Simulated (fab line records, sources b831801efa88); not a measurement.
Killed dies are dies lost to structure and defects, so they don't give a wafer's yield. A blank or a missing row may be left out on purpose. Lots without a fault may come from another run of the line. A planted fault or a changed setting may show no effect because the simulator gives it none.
Problem report in the 8D (eight disciplines) form, filled by code | flow sky130 | the parts of the form that need people (team, actions taken, sign-off) are left out

1. THE PROBLEM
oes_product_au at SKY_SD_N_STRIP_11 reads a mean of 0.313 a.u. on 3 wafers of 1 lot; wafers without a fault read 0.527 a.u. with a standard deviation of 0.0047. That is -46 standard deviations from the usual mean.
The step: strips in O2/N2.
First seen on wafer L774.1, day 32 11:47, on plasma_asher-04. The record holds 36 wafers of 12 lots with a number at this step. Rule for "out", or "out of limits": more than 4 standard deviations from the usual mean. The other wafers with a number count as sound.

2. WHAT IT IS AND WHAT IT IS NOT
question                    | is                     | is not
which readings at this step | oes_product_au         | drypump_motor_current_A
which lots                  | L774                   | L761, L762, L763, L764, L765, L766, L767, L770, L771, L772, L776
which wafers of those lots  | all that have a number | -
read on which tools         | plasma_asher-04        | plasma_asher-01, plasma_asher-03
when                        | from day 32 11:47      | up to then (30 sound wafers); but 3 sound wafers of L776 came after

3. SUSPECTS, AND WHAT RULES EACH OUT
Counting: a tool at a process step up to the reading stays a suspect if it ran every lot that is out and no sound lot after the first of them.
- plasma_asher-03 at SKY_VT_ADJUST_NCORE_STRIP_10 (strips in O2/N2): ruled out as a lasting fault. Sound lots L776 ran on it after its first lot that is out, L774 (day 12 19:46).
- plasma_asher-04 at SKY_SD_N_STRIP_11 (strips in O2/N2): kept. It ran the lot that is out, L774 (day 32 11:47), and no sound lot after that; its last sound lot up to then is L772 (day 31 19:56). Its own readings are out on those wafers: oes_product_au.
Left after counting: plasma_asher-04 at SKY_SD_N_STRIP_11.

4. THE CAUSE (what the simulator had put in)
Strip aborted: plasma_asher-04, from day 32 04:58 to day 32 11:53, at SKY_SD_N_STRIP_11. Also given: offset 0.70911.
Counting left only this tool.

5. THE CHAIN OF EFFECTS, in route order
Each row: a reading whose mean over the struck wafers that have a number lies more than 3 standard deviations from the usual. Only readings for which the record gives a usual standard deviation are gone through. hours: the time from each lot's start at the first step in this table that gives one to its start at this step, as a median over the lots. sigmas: the change in usual standard deviations.
hours | step                  | reading             | usual      | on struck wafers | change | sigmas
0     | SKY_SD_N_STRIP_11     | oes_product_au      | 0.527 a.u. | 0.313            | -0.214 | -46
397   | SKY_PAD_OPEN_PROBE_99 | killed_at_front_end | 15         | 416              | +401   | +91
397   | SKY_PAD_OPEN_PROBE_99 | killed_dies         | 86         | 492              | +406   | +45
397   | SKY_PAD_OPEN_PROBE_99 | killed_on_rim       | 16         | 96               | +80    | +23
The process steps in it:
- SKY_SD_N_STRIP_11: strips in O2/N2.
- SKY_PAD_OPEN_PROBE_99
Readings that are blank on the struck wafers while sound wafers have them: strip_time_to_endpoint_s at SKY_SD_N_STRIP_11.

6. WHAT WOULD HAVE CAUGHT IT SOONER
In this record the first reading out of limits was taken at day 32 11:47, 7 hours after the fault began at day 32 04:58.
